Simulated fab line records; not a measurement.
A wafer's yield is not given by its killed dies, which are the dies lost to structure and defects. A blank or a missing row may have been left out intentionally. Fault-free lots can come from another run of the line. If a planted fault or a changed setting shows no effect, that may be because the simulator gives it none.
Which tool is to blame? | flow gf180mcu | 13 lots with 39 wafers sampled at 5 steps, on a route of 602 steps

== WHAT THE GAUGES SHOWED, per wafer ==
GF_VT_IMPLANT_TW_MEAS_32. Usual: VT_IMPLANT_3_TW gives 275 (standard deviation 4.7).
lot  | measured     | on            | VT_IMPLANT_3_TW | flag
L159 | day 7 00:33  | film-metro-03 | 282 281 282     |
L160 | day 7 03:59  | film-metro-01 | 275 274 274     |
L162 | day 7 16:41  | film-metro-04 | 270 270 269     |
L163 | day 8 01:23  | film-metro-01 | 273 274 273     |
L164 | day 8 05:28  | film-metro-03 | 279 279 278     |
L165 | day 8 12:15  | film-metro-01 | 272 272 274     |
L167 | day 9 03:02  | film-metro-01 | 273 275 274     |
L168 | day 9 08:54  | film-metro-04 | 268 269 269     |
L175 | day 11 05:49 | film-metro-04 | 266 266 265     |
L177 | day 11 18:00 | film-metro-03 | 280 279 281     |
L178 | day 12 01:09 | film-metro-03 | 279 280 279     |
L181 | day 13 00:07 | film-metro-03 | 280 277 278     |
L182 | day 13 03:30 | film-metro-03 | 278 280 278     |

GF_VT_IMPLANT_RS_MEAS_49: measures by four-point-probe. Usual: MVPSD_RS gives 1167.9 ohm/sq (standard deviation 2.7).
lot  | measured     | on            | MVPSD_RS (ohm/sq)                         | flag
L159 | day 7 16:22  | film-metro-01 | 1166.1 1169.5 1161.0                      |
L160 | day 7 20:40  | film-metro-01 | 1166.1 1167.6 1167.6                      |
L162 | day 8 08:49  | film-metro-02 | 1168.6 1164.6 1166.8                      |
L163 | day 8 18:19  | film-metro-01 | 1171.5 1169.6 1170.8                      |
L164 | day 8 22:48  | film-metro-01 | 1175.5 1167.9 1172.0                      |
L165 | day 9 05:41  | film-metro-04 | 1172.8 1170.3 1172.5                      |
L167 | day 9 21:28  | film-metro-01 | 1172.8 1169.8 1170.5                      |
L168 | day 10 03:04 | film-metro-01 | 1178.6 1174.8 1177.9 1178.2 1177.7 1178.0 | OFF
L175 | day 12 01:25 | film-metro-04 | 1163.3 1167.3 1164.2                      |
L177 | day 12 14:02 | film-metro-02 | 1168.5 1165.7 1167.2                      |
L178 | day 12 21:16 | film-metro-01 | 1166.5 1167.2 1164.9                      |
L181 | day 13 21:12 | film-metro-02 | 1167.1 1166.4 1166.5                      |
L182 | day 14 00:04 | film-metro-04 | 1168.6 1168.8 1163.9                      |

GF_SAB_CD_MEAS_09: the cd target is 420 nm. Usual: 420.1 nm for cd-nm, sd 2.
lot  | measured     | on        | cd-nm (nm)        | flag
L159 | day 15 05:36 | cd-sem-02 | 421.1 421.0 420.7 |
L160 | day 15 12:45 | cd-sem-02 | 420.6 419.6 420.4 |
L162 | day 16 04:00 | cd-sem-02 | 418.6 417.7 417.4 |
L163 | day 16 14:18 | cd-sem-02 | 421.4 422.0 421.9 |
L164 | day 16 22:38 | cd-sem-01 | 420.2 418.0 419.0 |
L165 | day 17 08:43 | cd-sem-01 | 420.2 420.0 420.0 |
L167 | day 18 04:21 | cd-sem-02 | 420.9 420.0 419.3 |
L168 | day 18 10:51 | cd-sem-02 | 417.7 416.8 416.6 |
L175 | day 20 23:03 | cd-sem-02 | 420.9 417.1 420.9 |
L177 | day 21 14:55 | cd-sem-01 | 420.5 420.9 423.6 |
L178 | day 21 21:27 | cd-sem-02 | 423.9 422.4 425.4 |
L181 | day 23 00:02 | cd-sem-01 | 420.3 418.6 417.3 |
L182 | day 23 07:06 | cd-sem-01 | 422.2 422.1 424.1 |

GF_CONTACT_THK_MEAS_03. Usual: CONTACT_CVD_02_THK gives 856 nm (standard deviation 12).
lot  | measured     | on            | CONTACT_CVD_02_THK (nm) | flag
L159 | day 15 06:49 | film-metro-02 | 848 863 876             |
L160 | day 15 13:58 | film-metro-04 | 850 871 859             |
L162 | day 16 05:13 | film-metro-01 | 836 841 850             |
L163 | day 16 15:29 | film-metro-02 | 820 832 851             |
L164 | day 16 23:57 | film-metro-04 | 861 859 873             |
L165 | day 17 10:05 | film-metro-02 | 868 855 861             |
L167 | day 18 05:33 | film-metro-02 | 838 850 864             |
L168 | day 18 12:03 | film-metro-01 | 847 841 846             |
L175 | day 21 00:15 | film-metro-01 | 842 831 852             |
L177 | day 21 16:06 | film-metro-01 | 859 870 876             |
L178 | day 21 22:38 | film-metro-04 | 848 853 855             |
L181 | day 23 01:13 | film-metro-01 | 849 884 868             |
L182 | day 23 08:46 | film-metro-04 | 844 854 860             |

== EACH LOT AND THE TOOL THAT RAN IT (in order: tool; ch and the chambers of the sampled wafers; start) ==
lot  | GF_MVPSD_IMPLANT_09
L159 | implanter-03 ch 0, day 5 03:02
L160 | implanter-03 ch 0, day 5 06:41
L162 | implanter-02 ch 0, day 5 19:03
L163 | implanter-01 ch 0, day 6 03:09
L164 | implanter-01 ch 0, day 6 05:42
L165 | implanter-01 ch 0, day 6 12:19
L167 | implanter-03 ch 0, day 7 01:41
L168 | implanter-01 ch 0, day 7 06:56
L175 | implanter-02 ch 0, day 9 00:17
L177 | implanter-03 ch 0, day 9 11:13
L178 | implanter-03 ch 0, day 9 18:27
L181 | implanter-03 ch 0, day 10 14:47
L182 | implanter-01 ch 0, day 10 17:57
- GF_MVPSD_IMPLANT_09

== WHAT THE TOOLS THEMSELVES READ (means of the sampled wafers that have a number; where no wafer has one, the mark that the record gives instead) ==
GF_MVPSD_IMPLANT_09. Usual: 10.01 s for beam-on-s, sd 0.19.
lot  | tool         | beam-on-s (s) | flag
L159 | implanter-03 | 9.93          |
L160 | implanter-03 | 10.09         |
L162 | implanter-02 | 10.03         |
L163 | implanter-01 | 9.97          |
L164 | implanter-01 | 9.95          |
L165 | implanter-01 | 10.03         |
L167 | implanter-03 | 10.07         |
L168 | implanter-01 | 9.97          |
L175 | implanter-02 | 9.97          |
L177 | implanter-03 | 9.94          |
L178 | implanter-03 | 9.89          |
L181 | implanter-03 | 10.08         |
L182 | implanter-01 | 10.07         |

== THE ANSWER, worked out from the rows above alone ==
Rule: a lot is off if the mean of its wafers that have a number lies more than 3 standard deviations from the usual mean. A lot without any number at a reading at which 4 lots or more have one is off too. All remaining lots with rows at the step are treated as sound. Order of review: gauges by route order, followed by the tools' own readings, for which a lot's mean as printed above is used. The first step at which some lot is off is used, and at that step the reading that is off furthest; a lot without a number counts as furthest.
Off: L168, seen at GF_VT_IMPLANT_RS_MEAS_49 (MVPSD_RS).
A tool fits if, at a process step before that reading, it ran every lot that is off, and no sound lot after the first of them. Gauges at GF_VT_IMPLANT_RS_MEAS_49: tried the same way as those tools. Not one of the candidates tried fits.

== WHAT HAD BEEN PUT IN BY THE SIMULATOR ==
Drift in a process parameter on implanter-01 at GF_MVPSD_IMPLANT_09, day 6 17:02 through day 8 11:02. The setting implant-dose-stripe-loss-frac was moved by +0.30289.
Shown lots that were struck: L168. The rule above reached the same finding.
